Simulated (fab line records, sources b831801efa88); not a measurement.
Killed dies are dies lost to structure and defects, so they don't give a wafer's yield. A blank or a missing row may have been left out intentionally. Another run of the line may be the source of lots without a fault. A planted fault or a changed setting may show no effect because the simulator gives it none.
A struck lot beside a sound one / flow sky130 / 16 out of 708 route steps
Sound: these wafers, L383.3, L383.4, L383.5. Wafers L392.2, L392.4, L392.5 were the ones struck. The cause is named last.
For every step that has rows: the tool of each side, followed by ch and its chambers, followed by its first start. Under that, the readings that differ: sound wafers / struck wafers / difference of the means / sigmas: that difference in standard deviations of wafers without a fault.
alike: readings whose means differ by less than 2 such deviations, and words and numbers that are the same on both sides. not compared: withheld readings, readings that some wafer has no value for, bounds like >300 that may hide the same value, and numbers for which the record gives no deviation and whose values overlap.
A row with sigmas, a row that says differs or no value, or rows on one side alone: a step with any of these is where the two part. Non-overlapping numbers with no deviation appear without sigmas and do not part them. A reading missing from all wafers of one side parts the sides only when that side holds two or more wafers.

first, 7 steps without rows for these wafers: SKY_METAL3_HMDS_06 (prime time 60 s); SKY_METAL3_COAT_07 (resist thk 60 nm); SKY_METAL3_COAT_08 (resist thk 1140 nm); SKY_METAL3_SOFTBAKE_09 (time 90 s); SKY_METAL3_EXPOSE_10 (exposes mask MM3, target cd 300 nm); SKY_METAL3_PEB_11; SKY_METAL3_DEVELOP_12 (develop time 60 s).
SKY_METAL3_CD_MEAS_13 targets a cd of 300 nm.
  sound: cd sem-01 at day 38 10:59; struck: cd sem-01 at day 41 11:28
  alike: cd nm
SKY_METAL3_OVL_MEAS_14:
  sound: overlay-02 at day 38 11:05; struck: overlay-02 at day 41 11:35
  alike: METAL3_OVL
SKY_METAL3_DESCUM_15: chemistry O2, time 8 s.
  sound on rie metal-04 ch 0,1, day 38 11:07; struck on rie metal-01 ch 0, day 41 11:37
  alike: drypump motor current A, oes product au
  not compared: rf hours counter h
SKY_METAL3_ETCH_16: etches BARC in N2/H2, stops on SiO2, time 88.2 s, target depth 60 nm.
  sound on rie metal-04 ch 0,1, day 38 11:10; struck on rie metal-01 ch 0, day 41 11:38
  alike: drypump motor current A, oes product au, throttle valve pct
  not compared: rf hours counter h
SKY_METAL3_ETCH_17: etches SiO2 in C4F8/O2/Ar, stops on TiN, time 3.9 s, target depth 15 nm.
  sound on rie diel-03 ch 0,1,3, day 38 11:14; struck on rie diel-04 ch 0,1,3, day 41 11:44
  alike: oes product au
  not compared: rf hours counter h
SKY_METAL3_METAL_ETCH_18: etches the open film in Cl2/BCl3, stops on SiO2, target depth 845 nm, time 183.1 s.
  sound on rie metal-03 ch 0,1, day 38 11:19; struck on rie metal-03 ch 1, day 41 11:46
reading=oes product au (a.u.); sound=0.875 0.876 0.872; struck=0.858 0.860 0.853; difference=-0.017; sigmas=-3
reading=model.KrF-thick_of_METAL3_COAT_08.thk nm (nm); sound=516.1 521.4 515.3; struck=649.1 646.5 649.9; difference=+130.9; sigmas=
reading=model.METAL3.cd nm (nm); sound=300 298.6 297.8; struck=311.6 313.6 313.5; difference=+14.1; sigmas=
reading=model.SiO2_of_VIA2_HDPCVD_00.thk nm (nm); sound=463.7 466.1 463.8; struck=472.3 469.3 470.2; difference=+6.1; sigmas=
  alike: drypump motor current A, throttle valve pct
  not compared: rf hours counter h
SKY_METAL3_STRIP_19: strips in O2/N2.
  sound on plasma asher-02 ch 0,1, day 38 11:28; struck on plasma asher-01 ch 0,1, day 41 11:56
reading=oes product au (a.u.); sound=0.497 0.496 0.497; struck=0.557 0.551 0.554; difference=+0.057; sigmas=+10
reading=strip time to endpoint s (s); sound=6.42 6.48 6.40; struck=7.74 7.73 7.75; difference=+1.31; sigmas=+16
  alike: drypump motor current A, o2 flow sccm
  not compared: rf hours counter h
then, 1 step without rows for these wafers: SKY_METAL3_STRIP_20 (strips in post etch residue remover, time 1200 s).
-- the record jumps here: 7 days lie between the struck wafers' starts before and after (it left off in module METAL3 and takes up again in module PAD_OPEN, whose first step shown is number 708 of the route) --
SKY_PAD_OPEN_PROBE_99:
  sound: prober-02 at day 45 20:16; struck: prober-01 at day 48 04:54
reading=hold; sound=- - -; struck=await dispo/4.0h/release await dispo/4.0h/release await dispo/4.0h/release; difference=no value on the sound wafers; sigmas=
reading=defect limited yield (%); sound=81.7 84.8 83.3; struck=25.8 24.4 13.4; difference=-62.1; sigmas=-33
reading=killed_at_M0_to_M3; sound=42 36 39; struck=326 328 369; difference=+302; sigmas=+41
reading=killed dies; sound=90 75 82; struck=365 372 426; difference=+305; sigmas=+33
reading=killed on rim; sound=16 16 11; struck=47 45 57; difference=+35; sigmas=+9
reading=sort_bin_5_function (%); sound=10.8 8.7 9.1; struck=68.9 68.5 79.9; difference=+62.9; sigmas=+42
reading=sort n pass; sound=402 417 410; struck=127 120 66; difference=-305; sigmas=-33
reading=sort yield pct (%); sound=81.7 84.8 83.3; struck=25.8 24.4 13.4; difference=-62.1; sigmas=-33
  alike: killed_at_M4_up, killed at contacts, killed at front end, killed at other, killed open, killed short, sort_bin_3_pad_short, sort_bin_6_memory

WHERE THEY PART
Last at SKY_PAD_OPEN_PROBE_99 as far as this record goes, first at SKY_METAL3_METAL_ETCH_18.

WHY: what the simulator had put in
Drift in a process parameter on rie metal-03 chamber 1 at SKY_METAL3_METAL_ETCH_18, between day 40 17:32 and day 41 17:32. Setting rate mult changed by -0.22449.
